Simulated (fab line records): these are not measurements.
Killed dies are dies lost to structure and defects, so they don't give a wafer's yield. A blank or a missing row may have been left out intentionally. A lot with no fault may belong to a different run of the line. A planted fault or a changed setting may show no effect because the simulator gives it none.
Lot-split experiment | flow sky130 | 5 lots, 23 wafers read, on a route of 708 steps

## ABOUT THE SPLIT
At SKY_VT_ADJUST_HVTR_SOFTBAKE_03 (time 60 s), the setting temp c was moved away from the recipe's 90 C on 9 of the 23 wafers read, by -3.3% to +3.3%. All remaining wafers had this setting at the recipe value.

## FROM THE SPLIT TO THE READING: what the file shows between them, 2 steps
- SKY_VT_ADJUST_HVTR_EXPOSE_04: exposes mask HVTRM, target cd 380 nm
- SKY_VT_ADJUST_HVTR_PEB_05

## THE READING
NOVOLAK_of_VT_ADJUST_HVTR_COAT_02.thk nm (the simulator's own value, which no gauge read), in nm, at SKY_VT_ADJUST_HVTR_DEVELOP_06 (develop time 60 s). The file does not state a usual value for it. The 14 wafers here that ran the recipe average 1137 nm, standard deviation 3 nm.

wafer  | tool, chamber at the split | temp c as run, C | against the recipe | NOVOLAK_of_VT_ADJUST_HVTR_COAT_02.thk nm, nm | against lot-mates on the recipe
L074.1 | litho track-02, 0          | 90               | recipe             | 1139                                         | -
L074.4 | litho track-02, 0          | 90               | recipe             | 1139                                         | -
L074.6 | litho track-02, 0          | 90               | recipe             | 1140                                         | -
L077.1 | litho track-02, 0          | 90               | recipe             | 1128                                         | -
L077.2 | litho track-02, 0          | 92.93            | +3.3%              | 1128                                         | -3
L077.3 | litho track-02, 0          | 92.93            | +3.3%              | 1124                                         | -7
L077.4 | litho track-02, 0          | 90               | recipe             | 1134                                         | -
L077.5 | litho track-02, 0          | 92.93            | +3.3%              | 1125                                         | -6
L081.1 | litho track-02, 0          | 91.84            | +2.0%              | 1132                                         | -5
L081.2 | litho track-02, 0          | 90               | recipe             | 1140                                         | -
L081.4 | litho track-02, 0          | 90               | recipe             | 1136                                         | -
L081.6 | litho track-02, 0          | 90               | recipe             | 1136                                         | -
L081.5 | litho track-02, 0          | 91.84            | +2.0%              | 1131                                         | -6
L082.1 | litho track-04, 0          | 92.78            | +3.1%              | 1130                                         | -7
L082.2 | litho track-04, 0          | 90               | recipe             | 1138                                         | -
L082.6 | litho track-04, 0          | 90               | recipe             | 1138                                         | -
L082.3 | litho track-04, 0          | 90               | recipe             | 1136                                         | -
L082.4 | litho track-04, 0          | 92.78            | +3.1%              | 1131                                         | -6
L084.1 | litho track-01, 0          | 87.04            | -3.3%              | 1149                                         | +10
L084.3 | litho track-01, 0          | 90               | recipe             | 1139                                         | -
L084.5 | litho track-01, 0          | 90               | recipe             | 1139                                         | -
L084.4 | litho track-01, 0          | 90               | recipe             | 1138                                         | -
L084.6 | litho track-01, 0          | 87.04            | -3.3%              | 1148                                         | +9

FIT RESULTS
A straight line over all 23 wafers: NOVOLAK_of_VT_ADJUST_HVTR_COAT_02.thk nm changes by -3.15 nm for each +1% of temp c; r = -0.90; the points scatter about the line by 2.8 nm.
The same after taking each lot's own level away (the mean of its wafers on the recipe; 23 wafers): -2.33 nm for each +1%; r = -0.93; scatter 1.8 nm.
According to that fit, moving temp c by its largest amount changes the reading by 7.7 nm.
Across the lots, their own levels run from 1131.0 to 1139.3 nm, a range of 2.7 times the standard deviation given above.
In other words, the slope is changed by the lot-to-lot level; the two fits disagree.
Check: for one of the wafers moved furthest among these (-3.3%), held out of the fit, the line's prediction against its lot-mates is +7.34 nm. It came out at +10.3 nm against them.

## THE OTHER SPLITS THESE WAFERS WENT THROUGH
Other splits were also applied to these wafers ahead of the reading. Each is held against what the fit with the lots' levels taken away leaves over:
other split on the same wafers            | wafers away from the commonest value | r with NOVOLAK_of_VT_ADJUST_HVTR_COAT_02.thk nm (lot level and that fit taken away)
SKY_VT_ADJUST_NCORE_IMPLANT_09 energy kev | 9                                    | +0.35

## THE FILE'S OWN FIT
NOVOLAK_of_VT_ADJUST_HVTR_COAT_02.thk nm changes by -2.39 nm for each +1% of temp c, r = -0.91.
